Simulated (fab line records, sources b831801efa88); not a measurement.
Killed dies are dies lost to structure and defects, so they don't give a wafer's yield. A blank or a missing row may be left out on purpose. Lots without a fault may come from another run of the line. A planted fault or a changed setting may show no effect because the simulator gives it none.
Split-lot experiment | flow gf180mcu | 5 lots, 23 wafers read, on a route of 602 steps

THE SPLIT
At GF_LVPWELL_IMPLANT_09, the setting energy_kev was moved away from the recipe's 60 on 12 of the 23 wafers read, by +2.8% to +6.1%. The other wafers ran this setting at the recipe's value.

The reading is taken at the split's own step.

THE READING
implant.drp_nm (the simulator's own value, which no gauge read), in nm, at GF_LVPWELL_IMPLANT_09. The file gives no usual value for it.

wafer  | tool, chamber at the split | energy_kev as run | against the recipe | implant.drp_nm, nm | against lot-mates on the recipe
L075.1 | implanter-01, 0            | 61.66             | +2.8%              | 65.46              | +0.93
L075.4 | implanter-01, 0            | 61.66             | +2.8%              | 65.46              | +0.93
L075.6 | implanter-01, 0            | 61.66             | +2.8%              | 65.46              | +0.93
L075.2 | implanter-01, 0            | 60                | recipe             | 64.53              | -
L075.5 | implanter-01, 0            | 60                | recipe             | 64.53              | -
L078.2 | implanter-01, 0            | 60                | recipe             | 64.53              | -
L078.4 | implanter-01, 0            | 60                | recipe             | 64.53              | -
L078.6 | implanter-01, 0            | 60                | recipe             | 64.53              | -
L077.1 | implanter-01, 0            | 63.64             | +6.1%              | 66.54              | +2.01
L077.2 | implanter-01, 0            | 63.64             | +6.1%              | 66.54              | +2.01
L077.6 | implanter-01, 0            | 63.64             | +6.1%              | 66.54              | +2.01
L077.3 | implanter-01, 0            | 60                | recipe             | 64.53              | -
L077.4 | implanter-01, 0            | 60                | recipe             | 64.53              | -
L081.2 | implanter-01, 0            | 62.62             | +4.4%              | 65.99              | +1.46
L081.3 | implanter-01, 0            | 62.62             | +4.4%              | 65.99              | +1.46
L081.4 | implanter-01, 0            | 62.62             | +4.4%              | 65.99              | +1.46
L081.5 | implanter-01, 0            | 60                | recipe             | 64.53              | -
L081.6 | implanter-01, 0            | 60                | recipe             | 64.53              | -
L082.1 | implanter-04, 0            | 63.09             | +5.2%              | 66.24              | +1.71
L082.2 | implanter-04, 0            | 63.09             | +5.2%              | 66.24              | +1.71
L082.5 | implanter-04, 0            | 63.09             | +5.2%              | 66.24              | +1.71
L082.3 | implanter-04, 0            | 60                | recipe             | 64.53              | -
L082.6 | implanter-04, 0            | 60                | recipe             | 64.53              | -

THE FIT
A straight line over all 23 wafers: implant.drp_nm changes by +0.332 nm for each +1% of energy_kev; r = +1.00; the points scatter about the line by 0.0055 nm.
The same after taking each lot's own level away (the mean of its wafers on the recipe; 23 wafers): +0.332 nm for each +1%; r = +1.00; scatter 0.0055 nm.
On that fit, the largest move of energy_kev shifts the reading by 2 nm.
The lots' own levels span 64.530 to 64.530 nm.
So the lot-to-lot level changes the slope little: the two slopes agree.
Check: with one of the wafers moved furthest among these (+6.1%) left out of the fit, the line predicts +2.02 nm for it against its lot-mates. It came out at +2.01 nm against them.

OTHER SPLITS ON THESE WAFERS
These wafers also went through other splits before the reading. Each is held against what the fit with the lots' levels taken away leaves over:
other split on the same wafers   | wafers away from the commonest value | r with implant.drp_nm (lot level and that fit taken away)
GF_STI_OXIDATION_01 ox_time_s    | 15                                   | -0.41
GF_STI_PEB_10 peb_time_s         | 9                                    | -0.12
GF_STI_WET_ETCH_26 temp_c        | 18                                   | +0.66
GF_DNWELL_STRIP_08 platen_temp_c | 4                                    | +0.23
GF_NWELL_IMPLANT_08 dose_cm2     | 5                                    | +0.21
GF_NWELL_IMPLANT_09 dose_cm2     | 6                                    | +0.02

THE WHOLE CHAIN: every reading that the file lists as answering this split, in the file's order
step                  | what it does | reading                                                         | change (the file's fit)               | r (the file's)
GF_LVPWELL_IMPLANT_09 |              | implant.rp_nm (the simulator's own value, which no gauge read)  | +2.45 nm for each +1% of the setting  | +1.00
GF_LVPWELL_IMPLANT_09 |              | implant.drp_nm (the simulator's own value, which no gauge read) | +0.333 nm for each +1% of the setting | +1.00

THE FILE'S OWN FIT
implant.drp_nm changes by +0.333 nm for each +1% of energy_kev, r = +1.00.
